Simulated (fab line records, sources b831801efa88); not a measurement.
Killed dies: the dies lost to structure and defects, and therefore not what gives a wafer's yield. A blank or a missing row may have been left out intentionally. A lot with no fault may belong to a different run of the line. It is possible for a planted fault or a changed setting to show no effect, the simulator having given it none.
Which tool was responsible? / flow sfq_line / 14 lots with 42 wafers sampled at 5 steps, on a route of 325 steps

## WHAT THE GAUGES READ, wafer by wafer
SFQ_I3_OVL_MEAS_923.
lot=L473; measured=day 48 03:09; on=overlay-01; I3_OVL (nm)=4 -4 4
lot=L474; measured=day 48 04:21; on=overlay-01; I3_OVL (nm)=-3 -1 -1
lot=L476; measured=day 49 01:49; on=overlay-01; I3_OVL (nm)=0 0 1
lot=L477; measured=day 49 10:48; on=overlay-02; I3_OVL (nm)=-8 -4 -8
lot=L478; measured=day 49 21:19; on=overlay-02; I3_OVL (nm)=-7 -2 7
lot=L480; measured=day 57 01:52; on=overlay-02; I3_OVL (nm)=-2 -3 3
lot=L482; measured=day 57 13:52; on=overlay-01; I3_OVL (nm)=4 4 4
lot=L484; measured=day 58 06:38; on=overlay-02; I3_OVL (nm)=6 1 -2
lot=L485; measured=day 58 19:52; on=overlay-01; I3_OVL (nm)=0 6 6
lot=L488; measured=day 60 09:11; on=overlay-01; I3_OVL (nm)=-4 -7 3
lot=L490; measured=day 60 13:58; on=overlay-01; I3_OVL (nm)=1 4 3
lot=L493; measured=day 61 05:35; on=overlay-02; I3_OVL (nm)=-8 3 -13
lot=L494; measured=day 61 18:22; on=overlay-02; I3_OVL (nm)=4 5 -1
lot=L495; measured=day 61 23:10; on=overlay-02; I3_OVL (nm)=-7 3 0

## TOOL THAT RAN EACH LOT (tool first, then ch and the chambers of the sampled wafers, then the start)
lot=L473; SFQ_TRILAYER_M1_STRIP_STRIP_043=rie_metal-01 ch 0,1, day 26 20:26; SFQ_TRILAYER_I1_DEP_PECVD_045=pecvd-03 ch 1,2, day 26 21:12; SFQ_TRILAYER_I3_CMP_CMP_082=cmp-01 ch 1,2,3, day 46 16:58; SFQ_TRILAYER_I3_METRO_MEASURE_083=film_metro-03, day 46 20:05
lot=L474; SFQ_TRILAYER_M1_STRIP_STRIP_043=rie_metal-01 ch 0,1, day 27 06:02; SFQ_TRILAYER_I1_DEP_PECVD_045=pecvd-03 ch 0,2, day 27 06:48; SFQ_TRILAYER_I3_CMP_CMP_082=cmp-01 ch 0,1,2, day 47 00:05; SFQ_TRILAYER_I3_METRO_MEASURE_083=film_metro-04, day 47 02:12
lot=L476; SFQ_TRILAYER_M1_STRIP_STRIP_043=rie_metal-04 ch 0,1, day 28 07:33; SFQ_TRILAYER_I1_DEP_PECVD_045=pecvd-03 ch 0,1,2, day 28 08:08; SFQ_TRILAYER_I3_CMP_CMP_082=cmp-01 ch 0,1, day 48 19:14; SFQ_TRILAYER_I3_METRO_MEASURE_083=film_metro-01, day 48 22:45
lot=L477; SFQ_TRILAYER_M1_STRIP_STRIP_043=rie_metal-03 ch 0,1, day 29 01:21; SFQ_TRILAYER_I1_DEP_PECVD_045=pecvd-03 ch 0,1,2, day 29 02:08; SFQ_TRILAYER_I3_CMP_CMP_082=cmp-01 ch 1,2,3, day 49 05:14; SFQ_TRILAYER_I3_METRO_MEASURE_083=film_metro-01, day 49 07:21
lot=L478; SFQ_TRILAYER_M1_STRIP_STRIP_043=rie_metal-04 ch 0,1, day 29 07:21; SFQ_TRILAYER_I1_DEP_PECVD_045=pecvd-04 ch 0,1,2, day 29 08:08; SFQ_TRILAYER_I3_CMP_CMP_082=cmp-02 ch 1,2, day 49 14:37; SFQ_TRILAYER_I3_METRO_MEASURE_083=film_metro-01, day 49 17:44
lot=L480; SFQ_TRILAYER_M1_STRIP_STRIP_043=rie_metal-03 ch 0,1, day 30 13:33; SFQ_TRILAYER_I1_DEP_PECVD_045=pecvd-02 ch 1,2, day 30 14:08; SFQ_TRILAYER_I3_CMP_CMP_082=cmp-01 ch 0,1,3, day 50 18:43; SFQ_TRILAYER_I3_METRO_MEASURE_083=film_metro-04, day 50 21:44
lot=L482; SFQ_TRILAYER_M1_STRIP_STRIP_043=rie_metal-03 ch 0,1, day 31 06:58; SFQ_TRILAYER_I1_DEP_PECVD_045=pecvd-04 ch 0,1,2, day 31 07:32; SFQ_TRILAYER_I3_CMP_CMP_082=cmp-01 ch 0,1,2, day 51 09:38; SFQ_TRILAYER_I3_METRO_MEASURE_083=film_metro-04, day 51 11:39
lot=L484; SFQ_TRILAYER_M1_STRIP_STRIP_043=rie_metal-04 ch 0,1, day 32 03:10; SFQ_TRILAYER_I1_DEP_PECVD_045=pecvd-03 ch 1,2, day 32 03:57; SFQ_TRILAYER_I3_CMP_CMP_082=cmp-02 ch 0,1,2, day 52 01:01; SFQ_TRILAYER_I3_METRO_MEASURE_083=film_metro-01, day 52 04:08
lot=L485; SFQ_TRILAYER_M1_STRIP_STRIP_043=rie_metal-04 ch 0,1, day 32 11:46; SFQ_TRILAYER_I1_DEP_PECVD_045=pecvd-02 ch 0,1,2, day 32 12:20; SFQ_TRILAYER_I3_CMP_CMP_082=cmp-02 ch 0,1, day 52 13:01; SFQ_TRILAYER_I3_METRO_MEASURE_083=film_metro-03, day 52 16:32
lot=L488; SFQ_TRILAYER_M1_STRIP_STRIP_043=rie_metal-03 ch 0,1, day 34 13:05; SFQ_TRILAYER_I1_DEP_PECVD_045=pecvd-03 ch 0,1, day 34 13:40; SFQ_TRILAYER_I3_CMP_CMP_082=cmp-01 ch 1,2, day 54 02:40; SFQ_TRILAYER_I3_METRO_MEASURE_083=film_metro-04, day 54 06:11
lot=L490; SFQ_TRILAYER_M1_STRIP_STRIP_043=rie_metal-04 ch 0,1, day 34 21:17; SFQ_TRILAYER_I1_DEP_PECVD_045=pecvd-02 ch 1,2, day 34 22:04; SFQ_TRILAYER_I3_CMP_CMP_082=cmp-02 ch 0,1,3, day 54 08:24; SFQ_TRILAYER_I3_METRO_MEASURE_083=film_metro-03, day 54 11:31
lot=L493; SFQ_TRILAYER_M1_STRIP_STRIP_043=rie_metal-04 ch 1, day 35 15:41; SFQ_TRILAYER_I1_DEP_PECVD_045=pecvd-02 ch 0,1,2, day 35 16:51; SFQ_TRILAYER_I3_CMP_CMP_082=cmp-01 ch 1,2,3, day 55 01:44; SFQ_TRILAYER_I3_METRO_MEASURE_083=film_metro-04, day 55 05:03
lot=L494; SFQ_TRILAYER_M1_STRIP_STRIP_043=rie_metal-04 ch 0,1, day 35 21:17; SFQ_TRILAYER_I1_DEP_PECVD_045=pecvd-04 ch 0,1,2, day 35 22:04; SFQ_TRILAYER_I3_CMP_CMP_082=cmp-02 ch 0,1,3, day 55 16:40; SFQ_TRILAYER_I3_METRO_MEASURE_083=film_metro-01, day 55 18:17
lot=L495; SFQ_TRILAYER_M1_STRIP_STRIP_043=rie_metal-03 ch 0,1, day 36 05:38; SFQ_TRILAYER_I1_DEP_PECVD_045=pecvd-02 ch 0,1, day 36 06:27; SFQ_TRILAYER_I3_CMP_CMP_082=cmp-02 ch 1,2, day 55 20:03; SFQ_TRILAYER_I3_METRO_MEASURE_083=film_metro-01, day 55 22:52
- SFQ_TRILAYER_M1_STRIP_STRIP_043: strips in O2.
- SFQ_TRILAYER_I1_DEP_PECVD_045: deposits SiO2 from SiH4/N2O, time 111.11 s, target thk 500 nm.
- SFQ_TRILAYER_I3_CMP_CMP_082: polishes SiO2.
- SFQ_TRILAYER_I3_METRO_MEASURE_083

## WHAT THE TOOLS THEMSELVES READ (means of the sampled wafers that have a number; where no wafer has one, the mark that the record gives instead)
SFQ_TRILAYER_M1_STRIP_STRIP_043.
lot=L473; tool=rie_metal-01; chamber_pressure_mTorr (mTorr)=49.99; drypump_motor_current_A (A)=5.7; oes_product_au (a.u.)=0.996
lot=L474; tool=rie_metal-01; chamber_pressure_mTorr (mTorr)=50.02; drypump_motor_current_A (A)=5.7; oes_product_au (a.u.)=0.999
lot=L476; tool=rie_metal-04; chamber_pressure_mTorr (mTorr)=49.96; drypump_motor_current_A (A)=5.8; oes_product_au (a.u.)=1.013
lot=L477; tool=rie_metal-03; chamber_pressure_mTorr (mTorr)=49.96; drypump_motor_current_A (A)=5.1; oes_product_au (a.u.)=1.002
lot=L478; tool=rie_metal-04; chamber_pressure_mTorr (mTorr)=49.99; drypump_motor_current_A (A)=5.8; oes_product_au (a.u.)=1.010
lot=L480; tool=rie_metal-03; chamber_pressure_mTorr (mTorr)=50.01; drypump_motor_current_A (A)=5.0; oes_product_au (a.u.)=1.001
lot=L482; tool=rie_metal-03; chamber_pressure_mTorr (mTorr)=49.98; drypump_motor_current_A (A)=5.3; oes_product_au (a.u.)=0.995
lot=L484; tool=rie_metal-04; chamber_pressure_mTorr (mTorr)=49.99; drypump_motor_current_A (A)=6.0; oes_product_au (a.u.)=1.005
lot=L485; tool=rie_metal-04; chamber_pressure_mTorr (mTorr)=49.98; drypump_motor_current_A (A)=6.0; oes_product_au (a.u.)=1.007
lot=L488; tool=rie_metal-03; chamber_pressure_mTorr (mTorr)=50.00; drypump_motor_current_A (A)=5.1; oes_product_au (a.u.)=0.995
lot=L490; tool=rie_metal-04; chamber_pressure_mTorr (mTorr)=49.97; drypump_motor_current_A (A)=5.8; oes_product_au (a.u.)=1.010
lot=L493; tool=rie_metal-04; chamber_pressure_mTorr (mTorr)=49.97; drypump_motor_current_A (A)=6.2; oes_product_au (a.u.)=1.001
lot=L494; tool=rie_metal-04; chamber_pressure_mTorr (mTorr)=49.97; drypump_motor_current_A (A)=5.8; oes_product_au (a.u.)=1.004
lot=L495; tool=rie_metal-03; chamber_pressure_mTorr (mTorr)=49.99; drypump_motor_current_A (A)=5.0; oes_product_au (a.u.)=0.991

SFQ_TRILAYER_I1_DEP_PECVD_045.
lot=L473; tool=pecvd-03; heater_power_w (W)=64; showerhead_vpp_V (V)=819; throttle_valve_pct (%)=26.4
lot=L474; tool=pecvd-03; heater_power_w (W)=70; showerhead_vpp_V (V)=797; throttle_valve_pct (%)=25.0
lot=L476; tool=pecvd-03; heater_power_w (W)=71; showerhead_vpp_V (V)=824; throttle_valve_pct (%)=26.4
lot=L477; tool=pecvd-03; heater_power_w (W)=73; showerhead_vpp_V (V)=821; throttle_valve_pct (%)=26.3
lot=L478; tool=pecvd-04; heater_power_w (W)=88; showerhead_vpp_V (V)=816; throttle_valve_pct (%)=24.2
lot=L480; tool=pecvd-02; heater_power_w (W)=80; showerhead_vpp_V (V)=838; throttle_valve_pct (%)=25.4
lot=L482; tool=pecvd-04; heater_power_w (W)=88; showerhead_vpp_V (V)=818; throttle_valve_pct (%)=24.1
lot=L484; tool=pecvd-03; heater_power_w (W)=56; showerhead_vpp_V (V)=822; throttle_valve_pct (%)=26.5
lot=L485; tool=pecvd-02; heater_power_w (W)=85; showerhead_vpp_V (V)=844; throttle_valve_pct (%)=25.2
lot=L488; tool=pecvd-03; heater_power_w (W)=77; showerhead_vpp_V (V)=823; throttle_valve_pct (%)=26.3
lot=L490; tool=pecvd-02; heater_power_w (W)=76; showerhead_vpp_V (V)=843; throttle_valve_pct (%)=25.0
lot=L493; tool=pecvd-02; heater_power_w (W)=84; showerhead_vpp_V (V)=850; throttle_valve_pct (%)=25.3
lot=L494; tool=pecvd-04; heater_power_w (W)=84; showerhead_vpp_V (V)=828; throttle_valve_pct (%)=24.4
lot=L495; tool=pecvd-02; heater_power_w (W)=89; showerhead_vpp_V (V)=843; throttle_valve_pct (%)=25.6

SFQ_TRILAYER_I3_CMP_CMP_082.
lot=L473; tool=cmp-01; edge_zone_pressure_frac=0.998; head_pressure_psi (psi)=3.004; motor_current_A (A)=10.4; time_to_endpoint_s (s)=209
lot=L474; tool=cmp-01; edge_zone_pressure_frac=0.995; head_pressure_psi (psi)=3.005; motor_current_A (A)=10.8; time_to_endpoint_s (s)=215
lot=L476; tool=cmp-01; edge_zone_pressure_frac=1.004; head_pressure_psi (psi)=2.996; motor_current_A (A)=10.0; time_to_endpoint_s (s)=216
lot=L477; tool=cmp-01; edge_zone_pressure_frac=1.002; head_pressure_psi (psi)=2.999; motor_current_A (A)=10.6; time_to_endpoint_s (s)=216
lot=L478; tool=cmp-02; edge_zone_pressure_frac=1.002; head_pressure_psi (psi)=3.003; motor_current_A (A)=10.2; time_to_endpoint_s (s)=220
lot=L480; tool=cmp-01; edge_zone_pressure_frac=1.003; head_pressure_psi (psi)=2.999; motor_current_A (A)=10.1; time_to_endpoint_s (s)=213
lot=L482; tool=cmp-01; edge_zone_pressure_frac=0.999; head_pressure_psi (psi)=2.996; motor_current_A (A)=10.8; time_to_endpoint_s (s)=211
lot=L484; tool=cmp-02; edge_zone_pressure_frac=1.002; head_pressure_psi (psi)=3.005; motor_current_A (A)=9.7; time_to_endpoint_s (s)=216
lot=L485; tool=cmp-02; edge_zone_pressure_frac=0.998; head_pressure_psi (psi)=2.996; motor_current_A (A)=10.1; time_to_endpoint_s (s)=217
lot=L488; tool=cmp-01; edge_zone_pressure_frac=1.008; head_pressure_psi (psi)=3.002; motor_current_A (A)=10.9; time_to_endpoint_s (s)=195
lot=L490; tool=cmp-02; edge_zone_pressure_frac=1.002; head_pressure_psi (psi)=2.998; motor_current_A (A)=10.7; time_to_endpoint_s (s)=217
lot=L493; tool=cmp-01; edge_zone_pressure_frac=1.003; head_pressure_psi (psi)=2.997; motor_current_A (A)=10.4; time_to_endpoint_s (s)=201
lot=L494; tool=cmp-02; edge_zone_pressure_frac=1.000; head_pressure_psi (psi)=2.993; motor_current_A (A)=10.5; time_to_endpoint_s (s)=222
lot=L495; tool=cmp-02; edge_zone_pressure_frac=0.997; head_pressure_psi (psi)=2.998; motor_current_A (A)=10.3; time_to_endpoint_s (s)=228

SFQ_TRILAYER_I3_METRO_MEASURE_083.
lot=L473; tool=film_metro-03; thk_nm (nm)=199.7
lot=L474; tool=film_metro-04; thk_nm (nm)=199.5
lot=L476; tool=film_metro-01; thk_nm (nm)=201.1
lot=L477; tool=film_metro-01; thk_nm (nm)=199.6
lot=L478; tool=film_metro-01; thk_nm (nm)=201.4
lot=L480; tool=film_metro-04; thk_nm (nm)=199.4
lot=L482; tool=film_metro-04; thk_nm (nm)=198.9
lot=L484; tool=film_metro-01; thk_nm (nm)=200.2
lot=L485; tool=film_metro-03; thk_nm (nm)=200.6
lot=L488; tool=film_metro-04; thk_nm (nm)=234.2
lot=L490; tool=film_metro-03; thk_nm (nm)=199.9
lot=L493; tool=film_metro-04; thk_nm (nm)=216.7
lot=L494; tool=film_metro-01; thk_nm (nm)=200.5
lot=L495; tool=film_metro-01; thk_nm (nm)=200.1

## THE ANSWER, worked out from the rows above alone
Rule: the lots themselves supply what counts as usual. Put in order of their means at a reading, lots are off if they are a third of the lots or fewer, leave a main group of 4 or more, and stand apart from it by a gap of 3 or more times the standard deviation of the main group's means; of several such gaps the widest counts. A main group is skipped when, at the precision printed for the reading in the tables above, its means are all equal. Also off: a lot with no number at a reading for which 4 or more lots have one. Any other lot the step has rows for is counted as sound. First the gauges in route order, then the tools' own readings, where a lot's mean is used as printed above. The first step at which some lot is off is used, and at that step the reading that is off furthest; a lot without a number counts as furthest.
Off at SFQ_TRILAYER_I3_METRO_MEASURE_083 (thk_nm): L488, L493. The main group has a mean of 200.1 nm with a standard deviation of 0.7.
If a tool, at that step or one of the process steps before it, ran each lot that is off and ran no sound lot following the first of them, it fits. This does not decide it: 2 tools fit, namely cmp-01 at SFQ_TRILAYER_I3_CMP_CMP_082 and film_metro-04 at SFQ_TRILAYER_I3_METRO_MEASURE_083.

## WHAT THE SIMULATOR HAD PUT IN
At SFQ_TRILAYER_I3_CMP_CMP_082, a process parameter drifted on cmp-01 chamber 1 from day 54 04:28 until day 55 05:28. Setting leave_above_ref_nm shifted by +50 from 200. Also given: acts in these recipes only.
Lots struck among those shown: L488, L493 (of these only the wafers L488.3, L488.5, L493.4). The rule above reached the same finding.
